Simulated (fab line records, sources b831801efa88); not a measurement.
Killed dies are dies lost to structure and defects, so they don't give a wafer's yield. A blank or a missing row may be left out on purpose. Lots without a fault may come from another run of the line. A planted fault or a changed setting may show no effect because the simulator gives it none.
A struck lot beside a sound one | flow sky130 | 43 steps out of a route of 708
Sound: wafers L325.4, L325.5, L325.6. Struck: wafers L334.1, L334.3, L334.5. The cause comes at the end.
At each step with rows: each side's tool, then ch and its chambers, then its first start. Under that, the readings that differ: sound wafers | struck wafers | difference of the means | sigmas: that difference in standard deviations of wafers without a fault.
alike: readings whose means differ by less than 2 such deviations, and words and numbers that are the same on both sides. not compared: withheld readings, readings that some wafer has no value for, bounds like >300 that may hide the same value, and numbers for which the record gives no deviation and whose values overlap.
The two part at a step that has a row with sigmas, a row that says differs or no value, or rows on one side only. Numbers that don't overlap but have no deviation are shown without sigmas and don't part them. A reading that every wafer of one side lacks parts them only if that side has two wafers or more.

first, 1 step without rows for these wafers: SKY_VT_ADJUST_HVTR_IMPLANT_09.
SKY_VT_ADJUST_HVTR_STRIP_10: strips in O2/N2.
  sound on plasma_asher-02 ch 0,1, day 10 02:52; struck on plasma_asher-02 ch 0,1, day 13 08:01
  alike: drypump_motor_current_A, oes_product_au, strip_time_to_endpoint_s
  not compared: rf_hours_counter_h
SKY_VT_ADJUST_HVTR_TW_MEAS_11:
  sound on film_metro-04, day 10 02:57; struck on film_metro-01, day 13 08:07
  alike: VT_ADJUST_HVTR_TW
then, 7 steps without rows for these wafers: SKY_VT_ADJUST_PCH_DEHYDRATE_00 (time 60 s); SKY_VT_ADJUST_PCH_HMDS_01 (prime time 60 s); SKY_VT_ADJUST_PCH_COAT_02 (resist thk 3000 nm); SKY_VT_ADJUST_PCH_SOFTBAKE_03; SKY_VT_ADJUST_PCH_EXPOSE_04 (exposes mask NWM, target cd 840 nm); SKY_VT_ADJUST_PCH_PEB_05; SKY_VT_ADJUST_PCH_DEVELOP_06 (develop time 60 s).
SKY_VT_ADJUST_PCH_OVL_MEAS_07:
  sound on overlay-02, day 11 00:57; struck on overlay-02, day 14 09:16
  alike: VT_ADJUST_PCH_OVL
then, 1 step without rows for these wafers: SKY_VT_ADJUST_PCH_IMPLANT_08.
SKY_VT_ADJUST_PCH_STRIP_09: strips in O2/N2.
  sound on plasma_asher-04 ch 0,1, day 11 01:10; struck on plasma_asher-02 ch 0,1, day 14 09:27
  alike: drypump_motor_current_A, oes_product_au, strip_time_to_endpoint_s
  not compared: rf_hours_counter_h
SKY_VT_ADJUST_PCH_TW_MEAS_10:
  sound on film_metro-01, day 11 01:15; struck on film_metro-03, day 14 09:33
  alike: VT_ADJUST_PCH_TW
then, 7 steps without rows for these wafers: SKY_SONOS_TUNNEL_DEHYDRATE_00 (time 60 s); SKY_SONOS_TUNNEL_HMDS_01 (prime time 60 s); SKY_SONOS_TUNNEL_COAT_02 (resist thk 1140 nm); SKY_SONOS_TUNNEL_SOFTBAKE_03 (time 60 s); SKY_SONOS_TUNNEL_EXPOSE_04 (exposes mask TUNM, target cd 410 nm); SKY_SONOS_TUNNEL_PEB_05; SKY_SONOS_TUNNEL_DEVELOP_06 (develop time 60 s).
SKY_SONOS_TUNNEL_CD_MEAS_07: target cd 410 nm.
  sound on cd_sem-01, day 12 00:23; struck on cd_sem-02, day 15 12:17
  alike: cd_nm
SKY_SONOS_TUNNEL_OVL_MEAS_08:
  sound on overlay-02, day 12 00:28; struck on overlay-01, day 15 12:25
  reading               | sound          | struck        | difference | sigmas
  SONOS_TUNNEL_OVL (nm) | -3.9 -3.1 -2.9 | -2.0 1.3 -0.1 | +3.0       | +2
then, 3 steps without rows for these wafers: SKY_SONOS_TUNNEL_IMPLANT_09; SKY_SONOS_TUNNEL_WET_ETCH_10 (etches SiO2 in dHF, target depth 14 nm, time 280 s); SKY_SONOS_TUNNEL_STRIP_11 (strips in SPM, time 600 s).
SKY_SONOS_TUNNEL_TW_MEAS_12:
  sound on film_metro-03, day 12 00:56; struck on film_metro-02, day 15 12:51
  reading         | sound             | struck            | difference | sigmas
  SONOS_TUNNEL_TW | 199.3 197.4 197.9 | 195.1 195.1 194.9 | -3.2       | -2
then, 2 steps without rows for these wafers: SKY_SONOS_TUNNEL_CLEAN_13 (cleans in dHF, time 20 s); SKY_SONOS_ONO_OXIDATION_00 (stabilise 600 s, purge 300 s, target thk 2.6 nm).
SKY_SONOS_ONO_THK_MEAS_01:
  sound on film_metro-03, day 12 02:25; struck on film_metro-02, day 15 16:29
  alike: SONOS_ONO_OXIDATION_THK
then, 1 step without rows for these wafers: SKY_SONOS_ONO_CVD_02 (deposits Si3N4 from DCS/NH3, target thk 10.5 nm, time 180 s).
SKY_SONOS_ONO_THK_MEAS_03:
  sound on film_metro-02, day 12 03:31; struck on film_metro-01, day 15 17:36
  alike: SONOS_ONO_CVD_02_THK
then, 1 step without rows for these wafers: SKY_SONOS_ONO_CVD_04 (deposits SiO2 from SiH4/N2O, target thk 5.7199 nm).
SKY_SONOS_ONO_THK_MEAS_05:
  sound on film_metro-01, day 12 04:50; struck on film_metro-03, day 15 18:55
  alike: SONOS_ONO_CVD_04_THK
then, 7 steps without rows for these wafers: SKY_SONOS_ONO_DEHYDRATE_06 (time 60 s); SKY_SONOS_ONO_HMDS_07 (prime time 60 s); SKY_SONOS_ONO_COAT_08 (resist thk 1140 nm); SKY_SONOS_ONO_SOFTBAKE_09 (time 60 s); SKY_SONOS_ONO_EXPOSE_10 (exposes mask ONOM, target cd 410 nm); SKY_SONOS_ONO_PEB_11; SKY_SONOS_ONO_DEVELOP_12 (develop time 60 s).
SKY_SONOS_ONO_CD_MEAS_13: target cd 410 nm.
  sound on cd_sem-01, day 13 05:17; struck on cd_sem-01, day 16 22:50
  reading    | sound             | struck            | difference | sigmas
  cd_nm (nm) | 413.5 413.8 413.6 | 408.7 408.3 408.6 | -5.1       | -2
-- the record jumps here: 31 days lie between the struck wafers' starts before and after (it left off in module SONOS_ONO and takes up again in module PAD_OPEN, whose first step shown is number 708 of the route) --
SKY_PAD_OPEN_PROBE_99:
  sound on prober-01, day 46 04:48; struck on prober-01, day 48 10:34
  reading             | sound    | struck      | difference | sigmas
  killed_at_front_end | 15 11 5  | 81 75 70    | +65        | +15
  killed_dies         | 78 72 85 | 145 143 135 | +63        | +7
  alike: killed_at_M0_to_M3, killed_at_M4_up, killed_at_contacts, killed_at_other, killed_open, killed_short

WHERE THEY PART
First at SKY_SONOS_TUNNEL_OVL_MEAS_08; last, within this record, at SKY_PAD_OPEN_PROBE_99.

WHY: what the simulator had put in
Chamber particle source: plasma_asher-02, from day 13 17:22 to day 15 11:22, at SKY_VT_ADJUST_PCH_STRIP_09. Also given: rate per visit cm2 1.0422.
